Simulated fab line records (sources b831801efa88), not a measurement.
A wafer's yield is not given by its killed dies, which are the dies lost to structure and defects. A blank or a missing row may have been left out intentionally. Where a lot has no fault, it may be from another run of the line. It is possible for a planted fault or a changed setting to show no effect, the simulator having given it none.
One fault through the eyes of 2 desks	flow sky130	only its own numbers are on each desk; what lay behind them is given at the end

## DESK OF THE TOOL OWNER: rieMetal-02
The tool's own readings at SKY_LOCAL_INTERCONNECT_ETCH_13 (etches BARC in N2/H2, stops on SiO2, time 45.9 s, target depth 60 nm): means of the sampled wafers that have a number, for each lot that ran on this tool. Any lot whose mean is over 4 standard deviations away from the usual mean is out of limits and marked OUT; that distance is given in the brackets.
Columns: A = biasW at SKY_LOCAL_INTERCONNECT_ETCH_13, usual 100.07 W; B = drypumpMotorCurrentA at SKY_LOCAL_INTERCONNECT_ETCH_13, usual 5.7 A; C = n2FlowSccm at SKY_LOCAL_INTERCONNECT_ETCH_13, usual 100.0 sccm; D = oesProductAu at SKY_LOCAL_INTERCONNECT_ETCH_13, usual 0.855 a.u.; E = throttleValvePct at SKY_LOCAL_INTERCONNECT_ETCH_13, usual 13.224 %
lot	first seen here	A	B	C	D	E
L648	day 31 20:50	108.18 (+30) OUT	5.4	99.9	0.850	13.226
L653	day 33 05:56	108.07 (+30) OUT	5.7	100.4	0.853	13.225
L660	day 36 07:50	100.19	5.4	100.2	0.861	13.226
L665	day 38 06:38	100.21	5.4	100.4	0.857	13.230
This desk's finding: out of limits on L648, L653; first on L648, day 31 20:50 (biasW at SKY_LOCAL_INTERCONNECT_ETCH_13). L660, L665: within limits.

## METROLOGY DESK
What the gauges read, lot by lot, whatever tool the lot ran on: means of the sampled wafers that have a number. Any lot whose mean is over 4 standard deviations away from the usual mean is out of limits and marked OUT; that distance is given in the brackets.
Columns: A = LOCAL_INTERCONNECT_TIN_RS at SKY_LOCAL_INTERCONNECT_RS_MEAS_01, usual 14.18 ohm/sq; B = LOCAL_INTERCONNECT_TIN_THK at SKY_LOCAL_INTERCONNECT_THK_MEAS_02, usual 99.2 nm; C = cdNm at SKY_LOCAL_INTERCONNECT_CD_MEAS_11, usual 169.9 nm; D = LOCAL_INTERCONNECT_OVL at SKY_LOCAL_INTERCONNECT_OVL_MEAS_12, usual -2 nm
lot	first seen here	A	B	C	D
L648	day 30 15:56	14.10	99.7	168.8	1
L653	day 32 02:35	14.20	98.4	169.5	-0
L657	day 35 03:58	14.12	100.1	168.6	-1
L660	day 35 04:40	14.34	98.2	169.8	-3
L662	day 35 06:00	14.20	99.5	168.4	-2
L665	day 37 03:45	14.35	98.3	168.2	-7
Finding of this desk: none of the 6 lots has anything out of limits.

## PUT TOGETHER
On L648, L653, at day 31 20:50, an alarm was possible from the tool owner's desk.
At the metrology desk, nothing out of limits was observed.
The metrology desk has L648, L653 on record, within its limits.
Every lot named ran SKY_LOCAL_INTERCONNECT_ETCH_13 on rieMetal-02.

## WHAT THE SIMULATOR HAD PUT IN
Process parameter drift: rieMetal-02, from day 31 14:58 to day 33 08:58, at SKY_LOCAL_INTERCONNECT_ETCH_13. Setting biasW, moved by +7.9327, from 100. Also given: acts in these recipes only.
Shown lots that were struck: L648, L653.
Hours from the fault's start to each desk's first reading out of limits: the tool owner's desk, 6.
